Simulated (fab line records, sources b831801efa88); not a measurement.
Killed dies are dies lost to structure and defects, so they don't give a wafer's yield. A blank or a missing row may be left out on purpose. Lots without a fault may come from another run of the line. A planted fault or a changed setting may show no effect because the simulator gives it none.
fab line records | flow sky130
record lots=7 wafers=21 last_day=50
route steps=708 shown VIA4@651 METAL5@661 PAD_OPEN@708
lots that met no fault: from a run of the same line without faults
start_h: hours from the record's first day to the start of the lot's first wafer shown | wait_h: hours since the lot's step before | " the same as in the row above | L1.1+2: a row that stands for several wafers | - no value, or no start given | * or withheld: withheld | < > ~ a bound
route shown NAME@n: a module of which the file shows steps, and the number in the route of the first | usual: mean/standard deviation of fault-free wafers | same: alike in all rows | chamber/n: place in a boat | sites: the reading at each site | _std_site: their standard deviation | _edge_site: outer sites' mean less inner sites' | radius_mm: how far each site lies from the wafer's centre | mask NAME#n: copy n | behind: the tool/chamber that last shaped the wafer | hold: why the lot was held/for how many hours/how that ended | device: the transistor (n, p or np) that didn't switch | end of line: the same wafers' tests at the end of the route | a step without rows: its recipe alone | killed: dies lost to structure and defects at the first sort, not the wafer's yield | map: a wafer's dies, x killed, . not, _ none there
set.NAME: the setting as run; set.NAME@STEP: as run at that earlier step | model.NAME: the simulator's own value behind a step, which no gauge read
lots at some steps of the route; a table a step, a row a wafer
services: from which hour (start_h, from the record's first day; less than 0 if before it) a tool's chamber was out of use, for how many hours, and why
## steps
# step SKY_VIA4_ETCH_12
# recipe target=SiO2 chemistry=C4F8/O2/Ar stop_on=TiN mask_material=NOVOLAK source_w=1500 bias_w=1200 pressure_mtorr=40 c4f8_flow_sccm=withheld O2_flow_sccm=6 Ar_flow_sccm=300 time_s=withheld target_depth_a=5800
# usual oes_product_au=0.925/0.0045
# columns lot.wafer tool chamber start_h wait_h oes_product_au
L706.2 rie_diel-04 2 994.28 0.0 0.927
L706.3 " 3 " " 0.924
L706.5 " 0 " " 0.919
L711.1 rie_diel-01 1 1034.83 0.0 0.923
L711.5 " 3 " " 0.932
L711.6 " 0 " " 0.927
L717.2 rie_diel-04 1 1080.03 0.0 0.923
L717.4 " 0 " " 0.925
L717.5 " 3 " " 0.926
L718.1 rie_diel-04 2 1087.63 0.0 0.932
L718.4 " 0 " " 0.926
L718.6 " 3 " " 0.917
L720.1 rie_diel-01 3 1093.23 0.0 0.924
L720.5 " 1 " " 0.924
L720.6 " 2 " " 0.921
L725.3 rie_diel-04 3 1122.93 0.0 0.932
L725.4 " 0 " " 0.925
L725.6 " 1 " " 0.923
L728.3 rie_diel-04 2 1145.16 0.0 0.921
L728.5 " 0 " " 0.929
L728.6 " 1 " " 0.919
# step SKY_VIA4_STRIP_13
# recipe chemistry=O2/N2 power_w=1400 pressure_mtorr=1500 platen_temp_c=withheld o2_flow_sccm=3000 n2_flow_sccm=300 overash_fraction=0.5
# step SKY_VIA4_STRIP_14
# recipe chemistry=post_etch_residue_remover time_s=1200 temp_c=72.5
# step SKY_VIA4_CLEAN_15
# recipe chemistry=IPA time_s=180 temp_c=25
# step SKY_VIA4_CLEAN_16
# recipe chemistry=O3/DIW dry=n2_spin
# step SKY_VIA4_SPUTTER_17
# recipe material=TiN target_thk_nm=20 chamber_pressure_pa=5 power_w=4000 time_s=80
# usual cathode_dc_power_W=3999.9/0.65 throttle_valve_pct=30.0/0.98
# columns lot.wafer tool chamber start_h wait_h cathode_dc_power_W throttle_valve_pct
L706.2 pvd_sputter-02 - 994.94 0.0 4000.7 32.7
L706.3 " - " " 4000.4 27.7
L706.5 " - " " 4000.0 27.7
L711.1 pvd_sputter-04 - 1035.50 0.0 4000.5 30.5
L711.5 " - " " 3999.5 29.3
L711.6 " - " " 4000.0 29.7
L717.2 pvd_sputter-04 - 1080.69 0.0 3999.2 30.6
L717.4 " - " " 3999.3 29.7
L717.5 " - " " 4000.3 30.4
L718.1 pvd_sputter-03 - 1088.29 0.0 4000.9 30.0
L718.4 " - " " 3999.2 29.7
L718.6 " - " " 4000.4 30.0
L720.1 pvd_sputter-04 - 1093.90 0.0 3999.9 29.5
L720.5 " - " " 4001.2 29.7
L720.6 " - " " 3999.7 29.5
L725.3 pvd_sputter-04 - 1123.71 0.0 4000.0 29.6
L725.4 " - " " 3999.9 30.5
L725.6 " - " " 3999.5 30.6
L728.3 pvd_sputter-04 - 1145.85 0.0 3998.4 30.8
L728.5 " - " " 3999.2 29.4
L728.6 " - " " 4000.3 29.6
# step SKY_VIA4_CVD_18
# recipe material=W target_thk_nm=505 time_s=152.14 temp_c=400 pressure_torr=40
# step SKY_VIA4_RS_MEAS_19
# recipe thk_meas_gauge=four-point-probe reads=W_of_VIA4_CVD_18+TiN_of_VIA4_SPUTTER_17
# usual VIA4_W_RS=0.2275/0.0022
# columns lot.wafer tool chamber start_h wait_h VIA4_W_RS[ohm/sq]
L706.2 film_metro-04 - 995.21 0.2 0.2277
L706.3 " - " " 0.2278
L706.5 " - " " 0.2280
L711.1 film_metro-02 - 1035.71 0.1 0.2245
L711.5 " - " " 0.2292
L711.6 " - " " 0.2309
L717.2 film_metro-04 - 1080.92 0.1 0.2278
L717.4 " - " " 0.2229
L717.5 " - " " 0.2298
L718.1 film_metro-02 - 1088.50 0.1 0.2275
L718.4 " - " " 0.2281
L718.6 " - " " 0.2263
L720.1 film_metro-02 - 1094.11 0.1 0.2279
L720.5 " - " " 0.2276
L720.6 " - " " 0.2265
L725.3 film_metro-04 - 1123.96 0.1 0.2255
L725.4 " - " " 0.2252
L725.6 " - " " 0.2262
L728.3 film_metro-03 - 1146.10 0.1 0.2271
L728.5 " - " " 0.2244
L728.6 " - " " 0.2277
# step SKY_VIA4_THK_MEAS_20
# recipe thk_meas_gauge=xrf reads=W_of_VIA4_CVD_18
# usual VIA4_W_THK=500/5.1
# columns lot.wafer tool chamber start_h wait_h VIA4_W_THK[nm]
L706.2 film_metro-04 - 995.32 0.1 495
L706.3 " - " " 494
L706.5 " - " " 495
L711.1 film_metro-02 - 1035.83 0.1 508
L711.5 " - " " 500
L711.6 " - " " 493
L717.2 film_metro-04 - 1081.03 0.1 497
L717.4 " - " " 511
L717.5 " - " " 496
L718.1 film_metro-02 - 1088.62 0.1 500
L718.4 " - " " 499
L718.6 " - " " 503
L720.1 film_metro-02 - 1094.23 0.1 499
L720.5 " - " " 498
L720.6 " - " " 503
L725.3 film_metro-04 - 1124.06 0.1 502
L725.4 " - " " 501
L725.6 " - " " 499
L728.3 film_metro-03 - 1146.20 0.1 503
L728.5 " - " " 503
L728.6 " - " " 498
# step SKY_VIA4_CMP_21
# recipe stop_on=SiO2 t_overpolish_s=25 down_force_psi=3.5 platen_rpm=60 target_thk_nm=0 pad_velocity_m_s=0.94248
# step SKY_METAL5_SPUTTER_00
# recipe material=Ti target_thk_nm=15 power_w=3000 time_s=10 chamber_pressure_pa=0.4
# usual cathode_dc_power_W=3000.0/0.59 throttle_valve_pct=30.1/1.1
# columns lot.wafer tool chamber start_h wait_h cathode_dc_power_W throttle_valve_pct
L706.2 pvd_sputter-03 - 995.67 0.1 2999.9 29.4
L706.3 " - " " 2999.6 28.8
L706.5 " - " " 3000.4 31.5
L711.1 pvd_sputter-01 - 1036.19 0.2 3000.7 30.5
L711.5 " - " " 2999.9 29.7
L711.6 " - " " 3000.0 30.7
L717.2 pvd_sputter-01 - 1081.38 0.2 3000.5 30.1
L717.4 " - " " 2999.8 29.0
L717.5 " - " " 2999.3 31.2
L718.1 pvd_sputter-01 - 1088.98 0.2 2998.6 29.0
L718.4 " - " " 2998.9 30.4
L718.6 " - " " 3001.0 30.7
L720.1 pvd_sputter-01 - 1094.59 0.1 3000.4 30.4
L720.5 " - " " 3000.7 30.5
L720.6 " - " " 2999.1 29.5
L725.3 pvd_sputter-03 - 1124.40 0.1 3000.7 29.5
L725.4 " - " " 2999.9 30.1
L725.6 " - " " 3000.5 31.2
L728.3 pvd_sputter-02 - 1146.54 0.2 2999.4 32.7
L728.5 " - " " 2999.7 27.5
L728.6 " - " " 2999.7 29.5
# step SKY_METAL5_SPUTTER_01
# recipe material=TiN target_thk_nm=20 power_w=6500 time_s=16.7 chamber_pressure_pa=0.4
# step SKY_METAL5_SPUTTER_02
# recipe material=AlCu target_thk_nm=1150 power_w=10600 time_s=61.2 chamber_pressure_pa=0.4
# usual cathode_dc_power_W=10600/1.6 throttle_valve_pct=30.2/1.1
# columns lot.wafer tool chamber start_h wait_h cathode_dc_power_W throttle_valve_pct model.AlCu_of_METAL5_SPUTTER_02.thk_nm
L706.2 pvd_sputter-03 - 995.71 0.0 10600 29.2 1140
L706.3 " - " " 10598 28.7 1134
L706.5 " - " " 10600 31.6 1133
L711.1 pvd_sputter-01 - 1036.24 0.0 10602 30.9 1161
L711.5 " - " " 10600 29.3 1158
L711.6 " - " " 10600 30.7 1150
L717.2 pvd_sputter-01 - 1081.43 0.0 10914 30.5 1207
L717.4 " - " " 10917 29.2 1197
L717.5 " - " " 10918 31.3 1193
L718.1 pvd_sputter-01 - 1089.03 0.0 10919 29.4 1175
L718.4 " - " " 10914 30.6 1183
L718.6 " - " " 10916 30.5 1174
L720.1 pvd_sputter-01 - 1094.64 0.0 10914 30.3 1189
L720.5 " - " " 10916 30.7 1184
L720.6 " - " " 10914 29.6 1185
L725.3 pvd_sputter-03 - 1124.45 0.0 10599 29.2 1174
L725.4 " - " " 10601 29.8 1156
L725.6 " - " " 10601 31.6 1170
L728.3 pvd_sputter-02 - 1146.59 0.0 10600 32.8 1133
L728.5 " - " " 10600 27.6 1140
L728.6 " - " " 10600 29.8 1136
# step SKY_METAL5_SPUTTER_03
# recipe material=Ti target_thk_nm=5 power_w=3000 time_s=3.3 chamber_pressure_pa=0.4
# usual cathode_dc_power_W=3000.0/0.56 throttle_valve_pct=30.2/1.1
# columns lot.wafer tool chamber start_h wait_h cathode_dc_power_W throttle_valve_pct
L706.2 pvd_sputter-03 - 995.76 0.0 3001.1 29.3
L706.3 " - " " 3000.8 29.1
L706.5 " - " " 3000.1 31.4
L711.1 pvd_sputter-01 - 1036.29 0.0 3000.7 30.9
L711.5 " - " " 3000.5 29.1
L711.6 " - " " 3000.1 30.9
L717.2 pvd_sputter-01 - 1082.69 1.2 2999.0 30.5
L717.4 " - " " 2999.0 29.2
L717.5 " - " " 2999.7 31.5
L718.1 pvd_sputter-01 - 1089.08 0.0 2999.9 29.1
L718.4 " - " " 3000.2 30.2
L718.6 " - " " 2999.4 30.7
L720.1 pvd_sputter-01 - 1094.69 0.0 2999.4 30.9
L720.5 " - " " 2999.8 30.7
L720.6 " - " " 2999.1 29.2
L725.3 pvd_sputter-03 - 1124.50 0.0 3000.5 29.5
L725.4 " - " " 3000.3 29.8
L725.6 " - " " 2999.6 31.5
L728.3 pvd_sputter-02 - 1146.64 0.0 2999.8 32.5
L728.5 " - " " 2999.7 27.4
L728.6 " - " " 3000.9 29.8
# step SKY_METAL5_SPUTTER_04
# recipe material=TiN target_thk_nm=70 power_w=6500 time_s=58.3 chamber_pressure_pa=0.4
# usual cathode_dc_power_W=6500.0/1.1 throttle_valve_pct=30.2/1.1
# columns lot.wafer tool chamber start_h wait_h cathode_dc_power_W throttle_valve_pct
L706.2 pvd_sputter-03 - 995.78 0.0 6501.5 29.5
L706.3 " - " " 6499.2 29.0
L706.5 " - " " 6500.0 31.4
L711.1 pvd_sputter-01 - 1036.31 0.0 6499.0 30.7
L711.5 " - " " 6499.5 29.5
L711.6 " - " " 6499.4 30.6
L717.2 pvd_sputter-01 - 1082.71 0.0 6498.2 30.6
L717.4 " - " " 6498.3 29.6
L717.5 " - " " 6499.0 31.2
L718.1 pvd_sputter-01 - 1089.10 0.0 6500.0 29.3
L718.4 " - " " 6501.9 30.5
L718.6 " - " " 6499.4 30.6
L720.1 pvd_sputter-01 - 1094.71 0.0 6501.7 30.3
L720.5 " - " " 6499.8 30.7
L720.6 " - " " 6498.1 29.3
L725.3 pvd_sputter-03 - 1124.52 0.0 6498.2 29.4
L725.4 " - " " 6499.9 29.8
L725.6 " - " " 6500.4 31.3
L728.3 pvd_sputter-02 - 1146.66 0.0 6501.1 32.7
L728.5 " - " " 6499.5 27.8
L728.6 " - " " 6499.5 29.5
# step SKY_METAL5_RS_MEAS_05
# recipe thk_meas_gauge=four-point-probe reads=TiN_of_METAL5_SPUTTER_04+Ti_of_METAL5_SPUTTER_03+AlCu_of_METAL5_SPUTTER_02+TiN_of_METAL5_SPUTTER_01+Ti_of_METAL5_SPUTTER_00
# usual METAL5_ALCU_RS=0.02701/0.00027
# columns lot.wafer tool chamber start_h wait_h METAL5_ALCU_RS[ohm/sq]
L706.2 film_metro-02 - 995.85 0.0 0.02739
L706.3 " - " " 0.02746
L706.5 " - " " 0.02755
L711.1 film_metro-02 - 1036.36 0.0 0.02689
L711.5 " - " " 0.02694
L711.6 " - " " 0.0271
L717.2 film_metro-01 - 1082.78 0.0 0.0258
L717.4 " - " " 0.026
L717.5 " - " " 0.02608
L718.1 film_metro-02 - 1089.15 0.0 0.02653
L718.4 " - " " 0.02633
L718.6 " - " " 0.02653
L720.1 film_metro-02 - 1094.76 0.0 0.02622
L720.5 " - " " 0.02633
L720.6 " - " " 0.02629
L725.3 film_metro-02 - 1124.61 0.1 0.02655
L725.4 " - " " 0.02696
L725.6 " - " " 0.02664
L728.3 film_metro-02 - 1146.75 0.1 0.0275
L728.5 " - " " 0.02729
L728.6 " - " " 0.02748
# step SKY_METAL5_THK_MEAS_06
# recipe thk_meas_gauge=xrf reads=AlCu_of_METAL5_SPUTTER_02
# usual METAL5_ALCU_THK=1166/13
# columns lot.wafer tool chamber start_h wait_h METAL5_ALCU_THK[nm]
L706.2 film_metro-02 - 995.96 0.1 1150
L706.3 " - " " 1146
L706.5 " - " " 1146
L711.1 film_metro-02 - 1036.48 0.1 1179
L711.5 " - " " 1175
L711.6 " - " " 1168
L717.2 film_metro-01 - 1082.89 0.1 1231
L717.4 " - " " 1217
L717.5 " - " " 1214
L718.1 film_metro-02 - 1089.27 0.1 1189
L718.4 " - " " 1193
L718.6 " - " " 1192
L720.1 film_metro-02 - 1094.88 0.1 1201
L720.5 " - " " 1202
L720.6 " - " " 1206
L725.3 film_metro-02 - 1124.71 0.1 1183
L725.4 " - " " 1161
L725.6 " - " " 1176
L728.3 film_metro-02 - 1146.85 0.1 1137
L728.5 " - " " 1159
L728.6 " - " " 1143
# step SKY_METAL5_DEHYDRATE_07
# recipe temp_c=200 time_s=60
# step SKY_METAL5_HMDS_08
# recipe prime_time_s=60 prime_temp_c=120
# step SKY_METAL5_COAT_09
# recipe resist=NOVOLAK spin_rpm=3000 resist_thk_nm=1800
# step SKY_METAL5_SOFTBAKE_10
# recipe temp_c=90 time_s=60 resist=NOVOLAK
# step SKY_METAL5_EXPOSE_11
# recipe mask_id=MM5 na=0.6 source_shape=conventional sigma_outer=0.6 polarization=unpolarized target_cd_nm=1600 dose_mj=190
# step SKY_METAL5_PEB_12
# recipe temp_c=withheld time_s=* resist=NOVOLAK
# step SKY_METAL5_DEVELOP_13
# recipe resist=NOVOLAK developer=TMAH develop_time_s=60 dev_temp_c=23
# step SKY_METAL5_DESCUM_14
# recipe chemistry=O2 source_power_w=150 bias_power_w=0 pressure_mtorr=10 temp_c=40 time_s=11
# step SKY_METAL5_METAL_ETCH_15
# recipe target_depth_a=12600 stop_on=SiO2 over_etch_frac=0.2 time_s=252 chemistry=Cl2/BCl3 resist_sidewall_deg=86 pressure_mtorr=10 icp_w=900 bias_w=48.5 Cl2_flow_sccm=60 bcl3_flow_sccm=30
# usual drypump_motor_current_A=5.7/0.48 oes_product_au=0.895/0.0053 throttle_valve_pct=22.263/0.009
# same over_etch_frac=0.2
# columns lot.wafer tool chamber start_h wait_h drypump_motor_current_A oes_product_au rf_hours_counter_h throttle_valve_pct model.METAL5.feature_depth_nm model.etch.depth_nm
L706.2 rie_metal-04 0 1019.14 0.1 6.5 0.906 - 22.265 1270 1270
L706.3 " 0 " " 6.5 0.893 - 22.266 1264 1264
L706.5 " 0 " " 6.5 0.890 - 22.250 1263 1263
L711.1 rie_metal-01 0 1057.55 0.0 5.4 0.899 14 22.252 1254 1254
L711.5 " 1 " " 5.3 0.894 - 22.253 1265 1265
L711.6 " 0 " " 5.4 0.901 - 22.244 1258 1258
L717.2 rie_metal-01 0 1102.78 0.0 5.4 0.898 18 22.267 1280 1280
L717.4 " 0 " " 5.4 0.898 - 22.266 1271 1271
L717.5 " 1 " " 5.3 0.895 - 22.279 1268 1268
L718.1 rie_metal-04 1 1109.23 0.0 5.6 0.899 5 22.264 1270 1270
L718.4 " 1 " " 5.6 0.892 - 22.269 1258 1258
L718.6 " 0 " " 6.5 0.898 - 22.256 1269 1269
L720.1 rie_metal-01 1 1114.45 0.0 5.3 0.890 17 22.255 1264 1264
L720.5 " 0 " " 5.4 0.894 - 22.255 1259 1259
L720.6 " 1 " " 5.4 0.898 - 22.259 1259 1259
L725.3 rie_metal-04 0 1143.26 0.1 6.5 0.898 - 22.259 1269 1269
L725.4 " 1 " " 5.6 0.899 - 22.252 1267 1267
L725.6 " 1 " " 5.6 0.903 - 22.257 1267 1267
L728.3 rie_metal-01 1 1164.56 0.1 5.3 0.894 - 22.250 1262 1262
L728.5 " 0 " " 5.4 0.899 - 22.259 1269 1269
L728.6 " 1 " " 5.4 0.893 - 22.279 1266 1266
# step SKY_METAL5_STRIP_16
# recipe chemistry=O2/N2 power_w=1400 pressure_mtorr=1500 platen_temp_c=withheld o2_flow_sccm=3000 n2_flow_sccm=300 overash_fraction=0.5
# step SKY_PAD_OPEN_PROBE_99
# usual defect_limited_yield=82.4/1.9 killed_at_M0_to_M3=44/7.2 killed_at_M4_up=3.4/2.1 killed_at_contacts=24/5.5 killed_at_front_end=15/4.6 killed_at_other=0.4/0.64 killed_dies=86/9.1 killed_open=47/7.5 killed_short=39/5.8 sort_bin_3_pad_short=0.9/0.41 sort_bin_5_function=10.4/1.5 sort_bin_6_memory=6.3/1.2 sort_n_pass=406/9.1 sort_yield_pct=82.4/1.9
# same gross_dies=492 killed_at_back_side=0 sort_bin_4_leakage[%]=0 sort_bin_8_speed[%]=0
# columns lot.wafer tool chamber start_h wait_h defect_limited_yield[%] killed_at_M0_to_M3 killed_at_M4_up killed_at_contacts killed_at_front_end killed_at_other killed_dies killed_open killed_short sort_bin_3_pad_short[%] sort_bin_5_function[%] sort_bin_6_memory[%] sort_n_pass sort_yield_pct[%] model.etest.met5.rs_ohm_sq model.etest.met5.line_ohm_um
L706.2 prober-01 - 1066.46 0.1 82.5 45 4 22 14 1 86 59 25 1.0 9.8 6.7 406 82.5 0.02742 0.01712
L706.3 prober-01 - 1066.51 0.2 83.3 38 3 25 14 2 82 35 47 1.4 10.4 4.9 410 83.3 0.02757 0.01726
L706.5 prober-01 - 1066.61 0.2 87.0 22 3 25 14 0 64 37 27 0.4 7.3 5.3 428 87.0 0.02761 0.01733
L711.1 prober-02 - 1102.16 0.1 83.5 40 4 23 14 0 81 43 38 1.6 9.3 5.5 411 83.5 0.02679 0.01671
L711.5 prober-02 - 1102.36 0.2 83.9 39 8 19 13 0 79 40 39 0.6 8.9 6.5 413 83.9 0.0266 0.01663
L711.6 prober-02 - 1102.41 0.2 79.9 55 4 23 17 0 99 59 40 0.2 11.8 8.1 393 79.9 0.02701 0.01689
L717.2 prober-02 - 1144.27 0.1 84.6 45 0 18 13 0 76 37 39 1.2 8.7 5.5 416 84.6 0.02554 0.01597
L717.4 prober-02 - 1144.37 0.2 85.4 38 0 21 12 1 72 43 29 0.2 10.0 4.5 420 85.4 0.02629 0.01642
L717.5 prober-02 - 1144.42 0.2 81.3 50 1 28 12 1 92 46 46 0.8 12.6 5.3 400 81.3 0.02593 0.01621
L718.1 prober-02 - 1150.81 0.1 81.1 60 2 16 15 0 93 49 44 1.0 12.0 5.9 399 81.1 0.0265 0.01667
L718.4 prober-02 - 1150.96 0.2 79.3 49 1 28 23 1 102 63 39 0.8 14.0 5.9 390 79.3 0.02632 0.01647
L718.6 prober-02 - 1151.06 0.2 83.5 48 5 16 12 0 81 42 39 0.8 8.9 6.7 411 83.5 0.02646 0.01656
L720.1 prober-02 - 1157.11 0.1 82.5 33 6 28 19 0 86 49 37 0.4 10.0 7.1 406 82.5 0.02645 0.01653
L720.5 prober-02 - 1157.31 0.2 85.8 40 3 15 12 0 70 43 27 0.6 7.9 5.7 422 85.8 0.02633 0.01646
L720.6 prober-02 - 1157.36 0.2 85.0 38 5 20 11 0 74 42 32 1.0 7.7 6.3 418 85.0 0.02632 0.01655
L725.3 prober-02 - 1181.26 0.2 80.3 46 2 26 23 0 97 58 38 0.6 11.4 7.7 395 80.3 0.02663 0.01661
L725.4 prober-02 - 1181.31 0.2 81.9 46 2 29 12 0 89 48 41 0.4 11.4 6.3 403 81.9 0.02683 0.01687
L725.6 prober-02 - 1181.41 0.2 81.1 34 2 34 22 1 93 41 50 1.6 12.0 5.3 399 81.1 0.02629 0.01658
L728.3 prober-01 - 1199.61 0.2 80.1 44 4 30 20 0 98 51 47 1.2 11.6 7.1 394 80.1 0.02759 0.01731
L728.5 prober-01 - 1199.71 0.2 81.3 41 6 23 21 1 92 41 50 1.0 10.2 7.5 400 81.3 0.02745 0.01712
L728.6 prober-01 - 1199.76 0.2 82.7 36 0 31 18 0 85 47 38 0.4 10.6 6.3 407 82.7 0.02736 0.01718
# killed by level:class
L706.2 VIA1:geometric_particle:open=14 VIA3:geometric_particle:open=11 CONTACT:geometric_particle:open=8 VIA2:geometric_particle:open=7 FIELD_ISO:geometric_particle:open=5 LI_CONTACT:geometric_particle:open=5 FIELD_ISO:geometric_particle:short=3 LI_CONTACT:geometric_particle:short=3
L706.3 METAL2:geometric_particle:short=11 CONTACT:geometric_particle:open=9 VIA1:geometric_particle:open=8 VIA1:geometric_particle:short=7 CONTACT:geometric_particle:short=6 FIELD_ISO:geometric_particle:short=5 LI_CONTACT:geometric_particle:open=4 VIA3:geometric_particle:open=4
L706.5 CONTACT:geometric_particle:open=9 LOCAL_INTERCONNECT:geometric_particle:short=7 LI_CONTACT:geometric_particle:open=6 VIA1:geometric_particle:open=6 FIELD_ISO:geometric_particle:open=5 METAL1:geometric_particle:short=5 VIA3:geometric_particle:open=4 FIELD_ISO:geometric_particle:short=4
L711.1 VIA3:geometric_particle:open=9 LI_CONTACT:geometric_particle:open=8 VIA1:geometric_particle:open=8 METAL1:geometric_particle:short=6 FIELD_ISO:geometric_particle:short=5 CONTACT:geometric_particle:short=5 LOCAL_INTERCONNECT:geometric_particle:short=4 POLY_GATE:geometric_particle:open=3
L711.5 VIA1:geometric_particle:open=8 CONTACT:geometric_particle:open=7 VIA3:geometric_particle:open=7 POLY_GATE:geometric_particle:short=6 VIA1:geometric_particle:short=5 METAL4:geometric_particle:short=5 LOCAL_INTERCONNECT:geometric_particle:short=4 CONTACT:geometric_particle:short=4
L711.6 VIA1:geometric_particle:open=14 CONTACT:geometric_particle:open=11 VIA3:geometric_particle:open=10 FIELD_ISO:geometric_particle:open=5 CONTACT:geometric_particle:short=5 VIA1:geometric_particle:short=5 METAL2:geometric_particle:short=5 VIA2:geometric_particle:open=5
L717.2 VIA2:geometric_particle:open=10 METAL1:geometric_particle:short=7 LOCAL_INTERCONNECT:geometric_particle:short=6 VIA1:geometric_particle:open=6 POLY_GATE:geometric_particle:short=5 LI_CONTACT:geometric_particle:open=5 METAL3:geometric_particle:short=5 CONTACT:geometric_particle:open=4
L717.4 VIA1:geometric_particle:open=11 LI_CONTACT:geometric_particle:open=8 FIELD_ISO:geometric_particle:open=5 CONTACT:geometric_particle:open=5 VIA3:geometric_particle:open=5 VIA3:geometric_particle:short=5 VIA1:geometric_particle:short=4 METAL1:geometric_particle:short=4
L717.5 VIA1:geometric_particle:open=15 CONTACT:geometric_particle:open=10 VIA1:geometric_particle:short=9 LI_CONTACT:geometric_particle:open=8 METAL1:geometric_particle:short=7 METAL2:geometric_particle:short=7 LOCAL_INTERCONNECT:geometric_particle:short=6 POLY_GATE:geometric_particle:short=5
L718.1 VIA1:geometric_particle:open=13 VIA2:geometric_particle:open=8 METAL2:geometric_particle:short=7 VIA3:geometric_particle:open=7 VIA1:geometric_particle:short=6 LOCAL_INTERCONNECT:geometric_particle:short=5 CONTACT:geometric_particle:open=5 METAL1:geometric_particle:short=5
L718.4 VIA1:geometric_particle:open=12 CONTACT:geometric_particle:open=12 VIA3:geometric_particle:open=8 VIA1:geometric_particle:short=8 VIA2:geometric_particle:open=8 FIELD_ISO:geometric_particle:open=5 LI_CONTACT:geometric_particle:open=5 LOCAL_INTERCONNECT:geometric_particle:short=5
L718.6 METAL2:geometric_particle:short=11 VIA1:geometric_particle:open=8 VIA2:geometric_particle:open=8 VIA3:geometric_particle:open=6 CONTACT:geometric_particle:open=6 FIELD_ISO:geometric_particle:short=4 METAL1:geometric_particle:short=4 POLY_GATE:geometric_particle:short=3
L720.1 VIA1:geometric_particle:open=14 CONTACT:geometric_particle:open=8 CONTACT:geometric_particle:short=6 VIA2:geometric_particle:open=6 FIELD_ISO:geometric_particle:open=5 LI_CONTACT:geometric_particle:short=5 LI_CONTACT:geometric_particle:open=5 METAL2:geometric_particle:short=5
L720.5 CONTACT:geometric_particle:open=10 VIA1:geometric_particle:open=9 VIA2:geometric_particle:open=9 VIA3:geometric_particle:open=5 VIA1:geometric_particle:short=4 FIELD_ISO:geometric_particle:open=3 FIELD_ISO:geometric_particle:short=3 METAL1:geometric_particle:short=3
L720.6 VIA1:geometric_particle:open=12 FIELD_ISO:geometric_particle:short=7 LI_CONTACT:geometric_particle:open=7 CONTACT:geometric_particle:open=6 LI_CONTACT:geometric_particle:short=4 VIA2:geometric_particle:open=4 METAL1:geometric_particle:short=3 METAL2:geometric_particle:short=3
L725.3 VIA1:geometric_particle:open=16 CONTACT:geometric_particle:open=10 FIELD_ISO:geometric_particle:open=8 LI_CONTACT:geometric_particle:open=6 LOCAL_INTERCONNECT:geometric_particle:short=6 METAL2:geometric_particle:short=6 VIA3:geometric_particle:open=5 VIA3:geometric_particle:short=5
L725.4 CONTACT:geometric_particle:open=13 METAL1:geometric_particle:short=9 VIA2:geometric_particle:open=8 METAL2:geometric_particle:short=6 LI_CONTACT:geometric_particle:open=5 LOCAL_INTERCONNECT:geometric_particle:short=5 FIELD_ISO:geometric_particle:open=4 METAL3:geometric_particle:short=4
L725.6 CONTACT:geometric_particle:open=10 LI_CONTACT:geometric_particle:open=8 LOCAL_INTERCONNECT:geometric_particle:short=8 METAL1:geometric_particle:short=8 FIELD_ISO:geometric_particle:open=6 VIA1:geometric_particle:short=6 CONTACT:geometric_particle:short=6 FIELD_ISO:geometric_particle:short=5
L728.3 LI_CONTACT:geometric_particle:open=9 VIA1:geometric_particle:open=9 VIA1:geometric_particle:short=9 CONTACT:geometric_particle:open=7 POLY_GATE:geometric_particle:short=6 CONTACT:geometric_particle:short=6 VIA3:geometric_particle:open=6 FIELD_ISO:geometric_particle:short=4
L728.5 VIA1:geometric_particle:open=7 LI_CONTACT:geometric_particle:open=7 VIA2:geometric_particle:open=7 FIELD_ISO:geometric_particle:short=6 LI_CONTACT:geometric_particle:short=5 CONTACT:geometric_particle:short=5 METAL1:geometric_particle:short=5 FIELD_ISO:geometric_particle:open=4
L728.6 LI_CONTACT:geometric_particle:open=10 VIA1:geometric_particle:open=8 CONTACT:geometric_particle:open=7 LI_CONTACT:geometric_particle:short=5 CONTACT:geometric_particle:short=5 VIA3:geometric_particle:open=5 FIELD_ISO:geometric_particle:open=4 FIELD_ISO:geometric_particle:short=4
## services
# columns tool chamber start_h hours kind
rie_diel-01 1 976.15 41.3 repair
pvd_sputter-03 - 993.38 1.1 repair
rie_diel-01 2 1013.27 9.7 repair
rie_metal-04 - 1019.53 14.6 pm
pvd_sputter-01 3 1020.07 - consumable_replace:kit
pvd_sputter-01 3 1020.07 18.0 scheduled_down
pvd_sputter-01 3 1020.07 18.0 vent_cycle
pvd_sputter-03 2 1033.07 - consumable_replace:kit
pvd_sputter-03 2 1033.07 18.0 scheduled_down
pvd_sputter-02 - 1040.09 6.7 repair
rie_metal-01 - 1041.08 1.4 pm
pvd_sputter-01 - 1057.55 4.7 repair
pvd_sputter-03 - 1062.36 4.0 repair
pvd_sputter-02 - 1065.08 11.5 repair
rie_diel-04 - 1070.17 0.7 repair
pvd_sputter-04 - 1088.16 4.7 repair
pvd_sputter-02 - 1092.16 3.4 repair
pvd_sputter-01 2 1101.66 - consumable_replace:kit
pvd_sputter-01 2 1101.66 18.0 scheduled_down
pvd_sputter-01 2 1101.66 18.0 vent_cycle
rie_metal-04 - 1114.41 2.8 pm
pvd_sputter-01 1 1153.34 - consumable_replace:kit
pvd_sputter-01 1 1153.34 18.0 scheduled_down
pvd_sputter-01 1 1153.34 18.0 vent_cycle
## key
first_sign step=SKY_METAL5_SPUTTER_02 reading=cathode_dc_power_W direction=up sigmas=99+ usual=10600 struck=10916
effect step=SKY_METAL5_RS_MEAS_05 reading=METAL5_ALCU_RS direction=down sigmas=2.8 usual=0.02701 struck=0.02623
effect step=SKY_METAL5_THK_MEAS_06 reading=METAL5_ALCU_THK direction=up sigmas=2.9 usual=1166 struck=1205
model_effect step=SKY_METAL5_SPUTTER_02 value=AlCu_of_METAL5_SPUTTER_02.thk_nm without=1153 struck=1187
model_effect step=SKY_METAL5_METAL_ETCH_15 value=METAL5.feature_depth_nm without=1262 struck=1266
model_effect step=SKY_PAD_OPEN_PROBE_99 value=etest.met5.rs_ohm_sq without=0.02702 struck=0.02624
met_at SKY_METAL5_SPUTTER_02
struck_wafers L717.2,L717.4,L717.5,L718.1,L718.4,L718.6,L720.1,L720.5,L720.6
onset_between 1036.24 1081.43
fault kind=process_parameter_drift tool=pvd_sputter-01 chamber=- onset_h=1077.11 steps=SKY_METAL5_SPUTTER_02 channel=power_w offset=* shape=step end_h=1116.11 acts_in=* stated=*
